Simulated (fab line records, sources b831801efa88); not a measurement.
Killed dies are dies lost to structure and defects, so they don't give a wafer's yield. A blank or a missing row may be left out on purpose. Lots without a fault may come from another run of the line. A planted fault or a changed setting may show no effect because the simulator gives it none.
Problem report in the 8D (eight disciplines) form, filled by code | flow sky130 | the parts of the form that need people (team, actions taken, sign-off) are left out

1. THE PROBLEM
cathode_dc_power_W at SKY_METAL2_SPUTTER_02 reads a mean of 10328 W on 6 wafers of 2 lots; wafers without a fault read 10600 W with a standard deviation of 1.8. That is -99 or more standard deviations from the usual mean.
The step: material AlCu, target thk 250 nm, time 13.3 s.
First seen on wafer L156.2, day 36 14:29, on pvd_sputter-03. The record holds 39 wafers of 13 lots with a number at this step. Rule for "out", or "out of limits": more than 4 standard deviations from the usual mean. The other wafers with a number count as sound.

2. WHAT IT IS AND WHAT IT IS NOT
question                    | is                     | is not
which readings at this step | cathode_dc_power_W     | throttle_valve_pct
which lots                  | L155, L156             | L149, L150, L152, L153, L163, L164, L165, L167, L168, L169, L171
which wafers of those lots  | all that have a number | -
read on which tools         | pvd_sputter-03         | pvd_sputter-01, pvd_sputter-04
when                        | from day 36 14:29      | up to then (12 sound wafers); but 21 sound wafers of L163, L164, L165, L167, L168, L169, L171 came after

3. SUSPECTS, AND WHAT RULES EACH OUT
Counting: a tool at a process step up to the reading stays a suspect if it ran every lot that is out and no sound lot after the first of them.
- cmp-01 at SKY_VIA1_CMP_02 (polishes SiO2): ruled out as a lasting fault. Sound lots L165, L167, L168, L171 ran on it after its first lot that is out, L156 (day 35 10:43).
- pvd_sputter-03 at SKY_METAL2_SPUTTER_02 (material AlCu, target thk 250 nm, time 13.3 s): ruled out as a lasting fault. Sound lots L165, L168, L169, L171 ran on it after its first lot that is out, L156 (day 36 14:29).
Left after counting: nothing in the record.

4. THE CAUSE (what the simulator had put in)
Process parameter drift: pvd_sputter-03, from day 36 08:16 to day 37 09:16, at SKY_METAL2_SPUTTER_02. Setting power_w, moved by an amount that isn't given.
Counting ruled it out, wrongly.

5. THE CHAIN OF EFFECTS, in route order
Each row: a reading whose mean over the struck wafers that have a number lies more than 3 standard deviations from the usual. Only readings for which the record gives a usual standard deviation are gone through. hours: the time from each lot's start at the first step in this table that gives one to its start at this step, as a median over the lots. sigmas: the change in usual standard deviations.
hours | step                  | reading            | usual   | on struck wafers | change | sigmas
0     | SKY_METAL2_SPUTTER_02 | cathode_dc_power_W | 10600 W | 10328            | -272   | -99 or more
The process steps in it:
- SKY_METAL2_SPUTTER_02: material AlCu, target thk 250 nm, time 13.3 s.

6. WHAT WOULD HAVE CAUGHT IT SOONER
In this record the first reading out of limits was taken at day 36 14:29, 6 hours after the fault began at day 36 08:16.
